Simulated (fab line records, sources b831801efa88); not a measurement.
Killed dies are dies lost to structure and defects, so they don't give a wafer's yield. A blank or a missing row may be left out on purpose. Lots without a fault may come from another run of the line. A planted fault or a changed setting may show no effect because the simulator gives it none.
Which tool did it? | flow sky130 | 12 lots, 34 wafers sampled, at 5 steps of a route of 708

WHAT THE GAUGES READ, wafer by wafer
SKY_VT_ADJUST_PCH_TW_MEAS_10.
lot  | measured     | on            | VT_ADJUST_PCH_TW
L927 | day 10 06:38 | film_metro-03 | 142.4 141.8 142.8
L928 | day 10 14:26 | film_metro-01 | 143.1 143.2 143.6
L932 | day 11 23:08 | film_metro-03 | 142.1 141.8 141.7
L934 | day 12 20:22 | film_metro-01 | 143.6 143.0 143.4
L935 | day 12 22:04 | film_metro-03 | 141.9 142.4 142.1
L937 | day 13 14:40 | film_metro-01 | 143.0 142.5
L938 | day 13 21:04 | film_metro-03 | 141.3 140.4
L939 | day 14 22:28 | film_metro-03 | 141.2 141.6 141.9
L945 | day 17 06:01 | film_metro-02 | 141.2 140.8 141.2
L946 | day 17 19:34 | film_metro-03 | 141.1 141.1 141.5
L949 | day 18 15:47 | film_metro-01 | 142.5 141.8 141.5
L948 | day 18 17:32 | film_metro-02 | 141.2 141.5 141.1

SKY_SONOS_TUNNEL_TW_MEAS_12.
lot  | measured     | on            | SONOS_TUNNEL_TW
L927 | day 11 06:28 | film_metro-04 | 195.0 195.3 195.9
L928 | day 11 13:43 | film_metro-04 | 196.6 196.9 196.3
L932 | day 12 23:51 | film_metro-04 | 196.4 197.3 196.5
L934 | day 13 23:05 | film_metro-03 | 195.0 195.0 195.6
L935 | day 14 00:52 | film_metro-03 | 196.0 195.8 196.2
L937 | day 14 16:24 | film_metro-03 | 195.4 196.7
L938 | day 14 23:45 | film_metro-04 | 197.8 198.0
L939 | day 16 02:46 | film_metro-03 | 194.8 196.8 195.2
L945 | day 18 12:43 | film_metro-03 | 195.7 195.9 194.6
L946 | day 19 02:18 | film_metro-03 | 194.7 194.1 194.3
L949 | day 19 22:34 | film_metro-03 | 193.4 195.1 194.3
L948 | day 20 00:32 | film_metro-01 | 197.6 198.6 199.2

SKY_SD_P_CD_MEAS_07: target cd 380 nm.
lot  | measured     | on        | cd_nm (nm)
L927 | day 25 06:10 | cd_sem-02 | 380.9 380.4 380.3
L928 | day 25 11:17 | cd_sem-02 | 380.1 379.3 382.7
L932 | day 27 02:00 | cd_sem-02 | 379.9 381.4 380.4
L934 | day 28 02:41 | cd_sem-01 | 381.7 381.7 380.8
L935 | day 28 08:47 | cd_sem-02 | 378.8 376.4 374.8
L937 | day 29 02:43 | cd_sem-01 | 381.8 384.2
L938 | day 29 06:57 | cd_sem-01 | 380.9 382.6
L939 | day 30 08:46 | cd_sem-01 | 381.7 381.3 382.6
L945 | day 32 18:37 | cd_sem-01 | 376.9 378.8 379.3
L946 | day 33 14:38 | cd_sem-01 | 376.3 379.0 377.7
L949 | day 33 17:14 | cd_sem-02 | 377.0 377.4 380.0
L948 | day 33 22:01 | cd_sem-02 | 377.1 378.3 376.9

SKY_LI_CONTACT_THK_MEAS_01.
lot  | measured     | on            | LI_CONTACT_HDPCVD_THK (nm)
L927 | day 27 17:28 | film_metro-01 | 948 928 932
L928 | day 27 22:37 | film_metro-03 | 915 917 934
L932 | day 29 11:15 | film_metro-01 | 914 930 920
L934 | day 30 12:05 | film_metro-01 | 940 938 923
L935 | day 30 17:32 | film_metro-03 | 914 918 943
L937 | day 31 11:21 | film_metro-03 | 425 915
L938 | day 31 15:13 | film_metro-02 | 432 450
L939 | day 32 17:36 | film_metro-03 | 448 454 947
L945 | day 35 00:56 | film_metro-03 | 929 934 913
L946 | day 35 20:57 | film_metro-03 | 946 923 924
L949 | day 35 22:53 | film_metro-01 | 946 942 934
L948 | day 36 03:22 | film_metro-02 | 921 926 916

WHICH TOOL RAN EACH LOT (tool, then ch and the chambers of the sampled wafers, then the start)
lot  | SKY_LI_CONTACT_HDPCVD_00
L927 | hdpcvd-01 ch 0,1, day 27 17:21
L928 | hdpcvd-02 ch 0,1,2, day 27 22:29
L932 | hdpcvd-01 ch 0,1,2, day 29 11:09
L934 | hdpcvd-02 ch 0,1, day 30 11:59
L935 | hdpcvd-01 ch 0,1,2, day 30 17:25
L937 | hdpcvd-01 ch 0,1, day 31 11:15
L938 | hdpcvd-01 ch 0,2, day 31 15:07
L939 | hdpcvd-01 ch 0,2, day 32 17:30
L945 | hdpcvd-02 ch 1,2, day 35 00:50
L946 | hdpcvd-01 ch 0,1,2, day 35 20:51
L949 | hdpcvd-01 ch 1,2, day 35 22:47
L948 | hdpcvd-02 ch 0,2, day 36 03:15
- SKY_LI_CONTACT_HDPCVD_00: deposits PSG, target thk 930 nm, time 155 s.

WHAT THE TOOLS THEMSELVES READ (means of the sampled wafers that have a number; where no wafer has one, the mark that the record gives instead)
The record holds no such reading with a usual standard deviation.

THE ANSWER, worked out from the rows above alone
Rule: what is usual is taken from the lots themselves. Put in order of their means at a reading, lots are off if they are a third of the lots or fewer, leave a main group of 4 or more, and stand apart from it by a gap of 3 or more times the standard deviation of the main group's means; of several such gaps the widest counts. A main group whose means are all the same, to the digits that the tables above print for the reading, isn't used. A lot without any number at a reading at which 4 lots or more have one is off too. The other lots that the step has rows for count as sound. The gauges are gone through in route order, then the tools' own readings, and for those a lot's mean is taken as printed above. The first step at which some lot is off is used, and at that step the reading that is off furthest; a lot without a number counts as furthest.
Off: L937, L938, L939, at SKY_LI_CONTACT_THK_MEAS_01 (LI_CONTACT_HDPCVD_THK). The main group: mean 928 nm, standard deviation 6.7.
A tool fits if, at a process step before that reading, it ran every lot that is off, and no sound lot after the first of them. The gauges at SKY_LI_CONTACT_THK_MEAS_01 are tried like those tools. None of those tried fits.

WHAT THE SIMULATOR HAD PUT IN
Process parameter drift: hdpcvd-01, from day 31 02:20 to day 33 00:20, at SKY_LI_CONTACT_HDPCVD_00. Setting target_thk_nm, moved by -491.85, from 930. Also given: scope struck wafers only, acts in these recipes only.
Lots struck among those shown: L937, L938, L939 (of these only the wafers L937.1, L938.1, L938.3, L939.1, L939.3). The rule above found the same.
